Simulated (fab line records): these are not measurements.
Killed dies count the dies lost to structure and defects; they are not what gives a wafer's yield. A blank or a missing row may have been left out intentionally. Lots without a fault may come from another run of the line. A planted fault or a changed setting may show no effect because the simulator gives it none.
2 desks, one fault | flow gf180mcu | numbers are kept per desk, each desk with only its own; the story behind them comes last

== THE METROLOGY DESK ==
Means of the sampled wafers that have a number, per lot and without regard to the tool the lot ran on: this is what the gauges read. The brackets show how far a lot's mean lies from the usual mean; more than 4 standard deviations puts the lot out of limits, marked OUT.
Columns: A = POLY_GATE_CVD_00_THK at GF_POLY_GATE_THK_MEAS_01, usual 200.3 nm; B = HV_LDD_TW at GF_HV_LDD_TW_MEAS_11, usual 2408
lot  | first seen here | A               | B
L211 | day 8 12:40     | 202.4           | 2461
L212 | day 8 22:02     | 202.3           | 2464
L213 | day 8 23:26     | 201.3           | 2460
L214 | day 9 04:52     | 199.8           | 2377
L217 | day 9 22:41     | 200.7           | 2422
L218 | day 10 04:23    | 201.6           | 2391
L219 | day 10 14:06    | 201.1           | 2413
L220 | day 11 01:47    | 198.3           | 2379
L222 | day 11 16:20    | 200.0           | 2399
L228 | day 13 05:11    | 301.1 (+53) OUT | -
L230 | day 13 22:52    | 301.9 (+53) OUT | -
L232 | day 15 05:13    | 199.2           | 2435
L233 | day 15 08:44    | 195.9           | 2373
This desk finds L228, L230 out of limits, with the earliest case on L228 at day 13 05:11 (POLY_GATE_CVD_00_THK at GF_POLY_GATE_THK_MEAS_01). L211, L212, L213, L214, L217, L218, L219, L220, L222, L232, L233: within limits.

== AT THE TOOL OWNER'S DESK: lpcvd-02 ==
The tool's own readings at GF_POLY_GATE_CVD_00 (deposits poly-Si, target thk 200 nm, time 1200 s): means of the sampled wafers that have a number, for each lot that ran on this tool. The brackets show how far a lot's mean lies from the usual mean; more than 4 standard deviations puts the lot out of limits, marked OUT.
Columns: A = spike tc top C at GF_POLY_GATE_CVD_00, usual 637 C
lot  | first seen here | A
L211 | day 8 11:20     | 635
L217 | day 9 21:20     | 637
L219 | day 10 12:46    | 636
L222 | day 11 14:19    | 636
L228 | day 13 03:50    | 637
L230 | day 13 21:32    | 637
This desk found nothing out of limits on any of the 6 lots.

== TAKEN TOGETHER ==
On L228, L230, the metrology desk was in a position to raise an alarm at day 13 05:11.
The tool owner's desk saw nothing out of limits.
The tool owner's desk has L228, L230 on record, within its limits.
Of the lots named, all ran GF_POLY_GATE_CVD_00 on lpcvd-02.

== WHAT WAS PUT IN BY THE SIMULATOR ==
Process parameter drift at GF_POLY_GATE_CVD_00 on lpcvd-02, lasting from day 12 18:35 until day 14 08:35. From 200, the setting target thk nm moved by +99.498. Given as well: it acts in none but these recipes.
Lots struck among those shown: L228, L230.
Hours from the fault's start to each desk's first reading out of limits: the metrology desk, 11.
